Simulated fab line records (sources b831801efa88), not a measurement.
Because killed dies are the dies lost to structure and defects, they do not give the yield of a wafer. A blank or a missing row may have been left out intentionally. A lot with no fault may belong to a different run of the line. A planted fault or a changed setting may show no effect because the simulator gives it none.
The tool behind it: which one? :: flow sky130 :: Sampling: 12 lots, 36 wafers, 5 of 708 route steps

== WHAT THE GAUGES SHOWED, per wafer ==
The record holds no reading of a measuring or inspecting step that can be judged against a usual standard deviation.

== EACH LOT AND THE TOOL THAT RAN IT (in order: tool; ch and the chambers of the sampled wafers; start) ==
lot: L723
SKY_VT_ADJUST_HVTR_STRIP_10: plasma-asher-01 ch 0,1, day 9 15:19
SKY_LDD_LDN_CLEAN_14: wet-bench-02 ch 0, day 23 01:08
SKY_LI_CONTACT_STRIP_16: plasma-asher-02 ch 0,1, day 29 05:48
SKY_LI_CONTACT_SPUTTER_20: pvd-sputter-02, day 29 06:09
SKY_PAD_OPEN_PROBE_99: -

lot: L725
SKY_VT_ADJUST_HVTR_STRIP_10: plasma-asher-01 ch 0,1, day 10 02:41
SKY_LDD_LDN_CLEAN_14: wet-bench-02 ch 0, day 23 15:47
SKY_LI_CONTACT_STRIP_16: plasma-asher-01 ch 1, day 29 20:19
SKY_LI_CONTACT_SPUTTER_20: pvd-sputter-02, day 29 20:41
SKY_PAD_OPEN_PROBE_99: -

lot: L730
SKY_VT_ADJUST_HVTR_STRIP_10: plasma-asher-01 ch 0,1, day 11 20:45
SKY_LDD_LDN_CLEAN_14: wet-bench-02 ch 1, day 25 16:40
SKY_LI_CONTACT_STRIP_16: plasma-asher-01 ch 0,1, day 31 17:40
SKY_LI_CONTACT_SPUTTER_20: pvd-sputter-01, day 31 18:02
SKY_PAD_OPEN_PROBE_99: prober-01, day 47 13:18

lot: L731
SKY_VT_ADJUST_HVTR_STRIP_10: plasma-asher-04 ch 0,1, day 12 13:54
SKY_LDD_LDN_CLEAN_14: wet-bench-01 ch 2, day 26 17:32
SKY_LI_CONTACT_STRIP_16: plasma-asher-01 ch 0,1, day 32 16:19
SKY_LI_CONTACT_SPUTTER_20: pvd-sputter-03, day 32 16:41
SKY_PAD_OPEN_PROBE_99: prober-02, day 48 02:06

lot: L734
SKY_VT_ADJUST_HVTR_STRIP_10: plasma-asher-03 ch 0,1, day 13 13:05
SKY_LDD_LDN_CLEAN_14: wet-bench-01 ch 0, day 27 17:16
SKY_LI_CONTACT_STRIP_16: plasma-asher-01 ch 0,1, day 33 14:46
SKY_LI_CONTACT_SPUTTER_20: pvd-sputter-01, day 33 15:08
SKY_PAD_OPEN_PROBE_99: -

lot: L735
SKY_VT_ADJUST_HVTR_STRIP_10: plasma-asher-01 ch 0,1, day 14 06:15
SKY_LDD_LDN_CLEAN_14: wet-bench-03 ch 0, day 28 11:37
SKY_LI_CONTACT_STRIP_16: plasma-asher-02 ch 0,1, day 34 06:43
SKY_LI_CONTACT_SPUTTER_20: pvd-sputter-03, day 34 07:05
SKY_PAD_OPEN_PROBE_99: -

lot: L738
SKY_VT_ADJUST_HVTR_STRIP_10: plasma-asher-03 ch 0,1, day 14 20:48
SKY_LDD_LDN_CLEAN_14: wet-bench-01 ch 2, day 29 04:05
SKY_LI_CONTACT_STRIP_16: plasma-asher-01 ch 0,1, day 35 00:19
SKY_LI_CONTACT_SPUTTER_20: pvd-sputter-02, day 35 00:42
SKY_PAD_OPEN_PROBE_99: -

lot: L737
SKY_VT_ADJUST_HVTR_STRIP_10: plasma-asher-03 ch 0,1, day 14 21:47
SKY_LDD_LDN_CLEAN_14: wet-bench-02 ch 2, day 29 03:22
SKY_LI_CONTACT_STRIP_16: plasma-asher-04 ch 0,1, day 34 23:21
SKY_LI_CONTACT_SPUTTER_20: pvd-sputter-01, day 34 23:42
SKY_PAD_OPEN_PROBE_99: -

lot: L739
SKY_VT_ADJUST_HVTR_STRIP_10: plasma-asher-04 ch 0, day 15 02:56
SKY_LDD_LDN_CLEAN_14: wet-bench-02 ch 0, day 29 06:10
SKY_LI_CONTACT_STRIP_16: plasma-asher-01 ch 0,1, day 35 03:04
SKY_LI_CONTACT_SPUTTER_20: pvd-sputter-01, day 35 03:26
SKY_PAD_OPEN_PROBE_99: -

lot: L740
SKY_VT_ADJUST_HVTR_STRIP_10: plasma-asher-03 ch 0,1, day 15 06:44
SKY_LDD_LDN_CLEAN_14: wet-bench-02 ch 0, day 29 10:32
SKY_LI_CONTACT_STRIP_16: plasma-asher-01 ch 0,1, day 35 04:25
SKY_LI_CONTACT_SPUTTER_20: pvd-sputter-01, day 35 04:48
SKY_PAD_OPEN_PROBE_99: -

lot: L741
SKY_VT_ADJUST_HVTR_STRIP_10: plasma-asher-04 ch 0,1, day 15 11:19
SKY_LDD_LDN_CLEAN_14: wet-bench-03 ch 0, day 29 16:13
SKY_LI_CONTACT_STRIP_16: plasma-asher-01 ch 0,1, day 35 09:11
SKY_LI_CONTACT_SPUTTER_20: pvd-sputter-02, day 35 09:32
SKY_PAD_OPEN_PROBE_99: prober-02, day 50 05:57

lot: L745
SKY_VT_ADJUST_HVTR_STRIP_10: plasma-asher-03 ch 0,1, day 16 21:53
SKY_LDD_LDN_CLEAN_14: wet-bench-02 ch 1, day 31 12:17
SKY_LI_CONTACT_STRIP_16: plasma-asher-01 ch 0,1, day 37 07:19
SKY_LI_CONTACT_SPUTTER_20: pvd-sputter-01, day 37 07:44
SKY_PAD_OPEN_PROBE_99: -
- SKY_VT_ADJUST_HVTR_STRIP_10: strips in O2/N2.
- SKY_LDD_LDN_CLEAN_14: cleans in SC1/SC2, time 150 s.
- SKY_LI_CONTACT_STRIP_16: strips in O2/N2.
- SKY_LI_CONTACT_SPUTTER_20: material TiN, target thk 20 nm, time 80 s.
- SKY_PAD_OPEN_PROBE_99

== WHAT THE TOOLS THEMSELVES READ (means of the sampled wafers that have a number; where no wafer has one, the mark that the record gives instead) ==
SKY_VT_ADJUST_HVTR_STRIP_10.
lot: L723
tool: plasma-asher-01
chamber-pressure-mTorr (mTorr): 1498.4
drypump-motor-current-A (A): 5.4
oes-product-au (a.u.): 0.712
strip-time-to-endpoint-s (s): 14.171

lot: L725
tool: plasma-asher-01
chamber-pressure-mTorr (mTorr): 1500.6
drypump-motor-current-A (A): 5.6
oes-product-au (a.u.): 0.722
strip-time-to-endpoint-s (s): 14.188

lot: L730
tool: plasma-asher-01
chamber-pressure-mTorr (mTorr): 1500.2
drypump-motor-current-A (A): 5.6
oes-product-au (a.u.): 0.714
strip-time-to-endpoint-s (s): 14.195

lot: L731
tool: plasma-asher-04
chamber-pressure-mTorr (mTorr): 1500.9
drypump-motor-current-A (A): 5.3
oes-product-au (a.u.): 0.717
strip-time-to-endpoint-s (s): 14.181

lot: L734
tool: plasma-asher-03
chamber-pressure-mTorr (mTorr): 1500.3
drypump-motor-current-A (A): 5.9
oes-product-au (a.u.): 0.715
strip-time-to-endpoint-s (s): 14.175

lot: L735
tool: plasma-asher-01
chamber-pressure-mTorr (mTorr): 1499.3
drypump-motor-current-A (A): 5.6
oes-product-au (a.u.): 0.715
strip-time-to-endpoint-s (s): 14.174

lot: L738
tool: plasma-asher-03
chamber-pressure-mTorr (mTorr): 1498.8
drypump-motor-current-A (A): 5.9
oes-product-au (a.u.): 0.716
strip-time-to-endpoint-s (s): 14.192

lot: L737
tool: plasma-asher-03
chamber-pressure-mTorr (mTorr): 1502.4
drypump-motor-current-A (A): 6.0
oes-product-au (a.u.): 0.716
strip-time-to-endpoint-s (s): 14.183

lot: L739
tool: plasma-asher-04
chamber-pressure-mTorr (mTorr): 1499.1
drypump-motor-current-A (A): 5.9
oes-product-au (a.u.): 0.719
strip-time-to-endpoint-s (s): 14.177

lot: L740
tool: plasma-asher-03
chamber-pressure-mTorr (mTorr): 1499.5
drypump-motor-current-A (A): 6.0
oes-product-au (a.u.): 0.717
strip-time-to-endpoint-s (s): 14.221

lot: L741
tool: plasma-asher-04
chamber-pressure-mTorr (mTorr): 1500.8
drypump-motor-current-A (A): 5.3
oes-product-au (a.u.): 0.714
strip-time-to-endpoint-s (s): 14.146

lot: L745
tool: plasma-asher-03
chamber-pressure-mTorr (mTorr): 1500.7
drypump-motor-current-A (A): 6.0
oes-product-au (a.u.): 0.713
strip-time-to-endpoint-s (s): 14.193

SKY_LDD_LDN_CLEAN_14.
lot: L723
tool: wet-bench-02
bath-guard-temp-C (C): 70.3
bath-heat-duty-pct (%): 11.4

lot: L725
tool: wet-bench-02
bath-guard-temp-C (C): 70.4
bath-heat-duty-pct (%): 11.0

lot: L730
tool: wet-bench-02
bath-guard-temp-C (C): -
bath-heat-duty-pct (%): -

lot: L731
tool: wet-bench-01
bath-guard-temp-C (C): -
bath-heat-duty-pct (%): -

lot: L734
tool: wet-bench-01
bath-guard-temp-C (C): 70.5
bath-heat-duty-pct (%): 12.4

lot: L735
tool: wet-bench-03
bath-guard-temp-C (C): 69.6
bath-heat-duty-pct (%): 16.0

lot: L738
tool: wet-bench-01
bath-guard-temp-C (C): 70.2
bath-heat-duty-pct (%): 13.3

lot: L737
tool: wet-bench-02
bath-guard-temp-C (C): 70.7
bath-heat-duty-pct (%): 11.5

lot: L739
tool: wet-bench-02
bath-guard-temp-C (C): 70.2
bath-heat-duty-pct (%): 11.2

lot: L740
tool: wet-bench-02
bath-guard-temp-C (C): 70.4
bath-heat-duty-pct (%): 10.9

lot: L741
tool: wet-bench-03
bath-guard-temp-C (C): 69.4
bath-heat-duty-pct (%): 15.2

lot: L745
tool: wet-bench-02
bath-guard-temp-C (C): 70.1
bath-heat-duty-pct (%): 11.6

SKY_LI_CONTACT_STRIP_16.
lot: L723
tool: plasma-asher-02
chamber-pressure-mTorr (mTorr): 1500.5
drypump-motor-current-A (A): 5.7
oes-product-au (a.u.): 0.378
strip-time-to-endpoint-s (s): 3.48

lot: L725
tool: plasma-asher-01
chamber-pressure-mTorr (mTorr): 1498.9
drypump-motor-current-A (A): 5.1
oes-product-au (a.u.): 0.375
strip-time-to-endpoint-s (s): 3.49

lot: L730
tool: plasma-asher-01
chamber-pressure-mTorr (mTorr): 1500.7
drypump-motor-current-A (A): 5.4
oes-product-au (a.u.): 0.372
strip-time-to-endpoint-s (s): 3.43

lot: L731
tool: plasma-asher-01
chamber-pressure-mTorr (mTorr): 1498.5
drypump-motor-current-A (A): 5.6
oes-product-au (a.u.): 0.374
strip-time-to-endpoint-s (s): 3.43

lot: L734
tool: plasma-asher-01
chamber-pressure-mTorr (mTorr): 1499.7
drypump-motor-current-A (A): 5.4
oes-product-au (a.u.): 0.375
strip-time-to-endpoint-s (s): 3.49

lot: L735
tool: plasma-asher-02
chamber-pressure-mTorr (mTorr): 1500.7
drypump-motor-current-A (A): 5.5
oes-product-au (a.u.): 0.378
strip-time-to-endpoint-s (s): 3.51

lot: L738
tool: plasma-asher-01
chamber-pressure-mTorr (mTorr): 1498.4
drypump-motor-current-A (A): 5.3
oes-product-au (a.u.): 0.379
strip-time-to-endpoint-s (s): 3.45

lot: L737
tool: plasma-asher-04
chamber-pressure-mTorr (mTorr): 1499.7
drypump-motor-current-A (A): 5.3
oes-product-au (a.u.): 0.377
strip-time-to-endpoint-s (s): 3.48

lot: L739
tool: plasma-asher-01
chamber-pressure-mTorr (mTorr): 1499.6
drypump-motor-current-A (A): 5.4
oes-product-au (a.u.): 0.377
strip-time-to-endpoint-s (s): 3.48

lot: L740
tool: plasma-asher-01
chamber-pressure-mTorr (mTorr): 1500.1
drypump-motor-current-A (A): 5.4
oes-product-au (a.u.): 0.374
strip-time-to-endpoint-s (s): 3.54

lot: L741
tool: plasma-asher-01
chamber-pressure-mTorr (mTorr): 1501.1
drypump-motor-current-A (A): 5.6
oes-product-au (a.u.): 0.372
strip-time-to-endpoint-s (s): 3.48

lot: L745
tool: plasma-asher-01
chamber-pressure-mTorr (mTorr): 1500.4
drypump-motor-current-A (A): 5.6
oes-product-au (a.u.): 0.374
strip-time-to-endpoint-s (s): 3.49

SKY_LI_CONTACT_SPUTTER_20.
lot: L723
tool: pvd-sputter-02
throttle-valve-pct (%): 30.6

lot: L725
tool: pvd-sputter-02
throttle-valve-pct (%): 30.6

lot: L730
tool: pvd-sputter-01
throttle-valve-pct (%): 30.1

lot: L731
tool: pvd-sputter-03
throttle-valve-pct (%): 29.3

lot: L734
tool: pvd-sputter-01
throttle-valve-pct (%): 30.5

lot: L735
tool: pvd-sputter-03
throttle-valve-pct (%): 29.2

lot: L738
tool: pvd-sputter-02
throttle-valve-pct (%): 30.0

lot: L737
tool: pvd-sputter-01
throttle-valve-pct (%): 30.0

lot: L739
tool: pvd-sputter-01
throttle-valve-pct (%): 30.3

lot: L740
tool: pvd-sputter-01
throttle-valve-pct (%): 30.0

lot: L741
tool: pvd-sputter-02
throttle-valve-pct (%): 30.6

lot: L745
tool: pvd-sputter-01
throttle-valve-pct (%): 29.6

SKY_PAD_OPEN_PROBE_99.
lot: L730
tool: prober-01
killed_at_M0_to_M3: 54
killed_at_M4_up: 2.0
killed-at-contacts: 20
killed-at-front-end: 20
killed-at-other: 0.3
killed-dies: 96
killed-open: 48
killed-short: 48

lot: L731
tool: prober-02
killed_at_M0_to_M3: 41
killed_at_M4_up: 3.3
killed-at-contacts: 26
killed-at-front-end: 20
killed-at-other: 0.7
killed-dies: 91
killed-open: 49
killed-short: 42

lot: L741
tool: prober-02
killed_at_M0_to_M3: 40
killed_at_M4_up: 2.7
killed-at-contacts: 29
killed-at-front-end: 17
killed-at-other: 0.0
killed-dies: 88
killed-open: 46
killed-short: 42

== THE ANSWER, worked out from the rows above alone ==
Rule: what is usual is taken from the lots themselves. The widest of any qualifying gaps counts: lots, ordered by their means at a reading, are off when they make up no more than a third of the lots, leave a main group of 4 or more, and stand apart from it by 3 or more times the standard deviation of that group's means. A main group is skipped when, at the precision printed for the reading in the tables above, its means are all equal. A lot without any number at a reading at which 4 lots or more have one is off too. All remaining lots with rows at the step are treated as sound. After the gauges, taken in route order, come the tools' own readings; for these a lot's mean is taken, as printed above. At the first step where some lot is off, the reading lying furthest off is the one used; lots without a number count as furthest.
Off at SKY_LDD_LDN_CLEAN_14 (bath-guard-temp-C): L730, L731. Without a number there: L730, L731. The main group: mean 70.2 C, standard deviation 0.38.
If a tool, at that step or one of the process steps before it, ran each lot that is off and ran no sound lot following the first of them, it fits. None of those tried fits.

== WHAT THE SIMULATOR HAD PUT IN ==
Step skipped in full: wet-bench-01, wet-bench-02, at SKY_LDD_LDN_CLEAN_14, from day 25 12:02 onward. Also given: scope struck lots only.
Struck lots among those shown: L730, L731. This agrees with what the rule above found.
